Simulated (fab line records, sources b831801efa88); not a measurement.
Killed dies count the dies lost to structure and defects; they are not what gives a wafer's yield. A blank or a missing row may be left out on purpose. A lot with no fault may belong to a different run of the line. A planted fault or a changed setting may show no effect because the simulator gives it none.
Split-lot experiment    flow gf180mcu    route with 602 steps; 5 lots, 23 wafers read

## SPLIT DETAILS
At GF_V2_PEB_12 (peb time 90 s), the setting peb-temp-c was moved away from the recipe's 135 C on 6 of the 23 wafers read, by -2.5% to +1.4%. For the rest of the wafers, this setting stayed at what the recipe calls for.

## FROM THE SPLIT ON TO THE READING: in between, the file shows 1 step
- GF_V2_DEVELOP_13: develop time 60 s

## THE READING
cd-nm (nm) at GF_V2_CD_MEAS_14, where the cd target is 260 nm. Fault-free wafers of this fab line usually give 260.1 nm, standard deviation 1.3 nm.

wafer   tool, chamber at the split  peb-temp-c as run, C  against the recipe  cd-nm, nm  against lot-mates on the recipe
L075.1  litho-track-01, 0           132.1                 -2.1%               251.5      -9.0
L075.2  litho-track-01, 0           135                   recipe              259.7      -
L075.3  litho-track-01, 0           132.1                 -2.1%               251.7      -8.8
L075.5  litho-track-01, 0           135                   recipe              260.7      -
L075.6  litho-track-01, 0           135                   recipe              261.1      -
L076.1  litho-track-01, 0           135                   recipe              260.9      -
L076.2  litho-track-01, 0           135                   recipe              261.2      -
L076.3  litho-track-01, 0           135                   recipe              260.6      -
L076.5  litho-track-01, 0           135                   recipe              261.0      -
L076.6  litho-track-01, 0           135                   recipe              259.6      -
L079.1  litho-track-04, 0           135                   recipe              260.8      -
L079.2  litho-track-04, 0           135                   recipe              262.3      -
L079.3  litho-track-04, 0           131.6                 -2.5%               250.1      -11.1
L079.4  litho-track-04, 0           135                   recipe              260.6      -
L079.5  litho-track-04, 0           131.6                 -2.5%               250.8      -10.4
L080.1  litho-track-03, 0           135                   recipe              257.4      -
L080.2  litho-track-03, 0           135                   recipe              256.5      -
L080.6  litho-track-03, 0           135                   recipe              256.8      -
L085.1  litho-track-01, 0           136.9                 +1.4%               265.7      +4.9
L085.2  litho-track-01, 0           136.9                 +1.4%               265.6      +4.8
L085.4  litho-track-01, 0           135                   recipe              260.9      -
L085.5  litho-track-01, 0           135                   recipe              261.0      -
L085.6  litho-track-01, 0           135                   recipe              260.5      -

FIT RESULTS
A straight line over all 23 wafers: cd-nm changes by +3.89 nm for each +1% of peb-temp-c; r = +0.95; the points scatter about the line by 1.4 nm.
The same after taking each lot's own level away (the mean of its wafers on the recipe; 23 wafers): +4.07 nm for each +1%; r = +0.99; scatter 0.57 nm.
On that fit, the largest move of peb-temp-c shifts the reading by 10 nm.
Measured against the standard deviation above, the lots' own levels, which go from 256.90 to 261.23 nm, span 3.3 times it.
The two slopes agree, so the slope changes little with the lot-to-lot level.
Check: for one of the wafers moved furthest among these (-2.5%), held out of the fit, the line's prediction against its lot-mates is -10.1 nm. Against them it came out at -11.1 nm.

## THE OTHER SPLITS THESE WAFERS WENT THROUGH
Before the reading, these wafers also passed through other splits. Each is held against what the fit with the lots' levels taken away leaves over:
other split on the same wafers  wafers away from the commonest value  r with cd-nm (lot level and that fit taken away)
GF_M1_METAL_ETCH_16 time-s      7                                     +0.31
GF_V1_SPUTTER_21 time-s         8                                     -0.34

## THE WHOLE CHAIN: every reading that the file lists as answering this split, in the file's order
step              what it does                                                  reading                                                    change (the file's fit)               r (the file's)
GF_V2_CD_MEAS_14  target cd 260 nm                                              cd-nm                                                      +4.11 nm for each +1% of the setting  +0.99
GF_V2_ETCH_16     etches BARC in N2/H2                                          V2.cd-nm (the simulator's own value, which no gauge read)  +4.15 nm for each +1% of the setting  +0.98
GF_V2_ETCH_17     etches SiO2 in C4F8/O2/Ar, stops on TiN, target depth 630 nm  V2.cd-nm (the simulator's own value, which no gauge read)  +4.08 nm for each +1% of the setting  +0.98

## FILE'S OWN FIT
cd-nm changes by +4.11 nm for each +1% of peb-temp-c, r = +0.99.
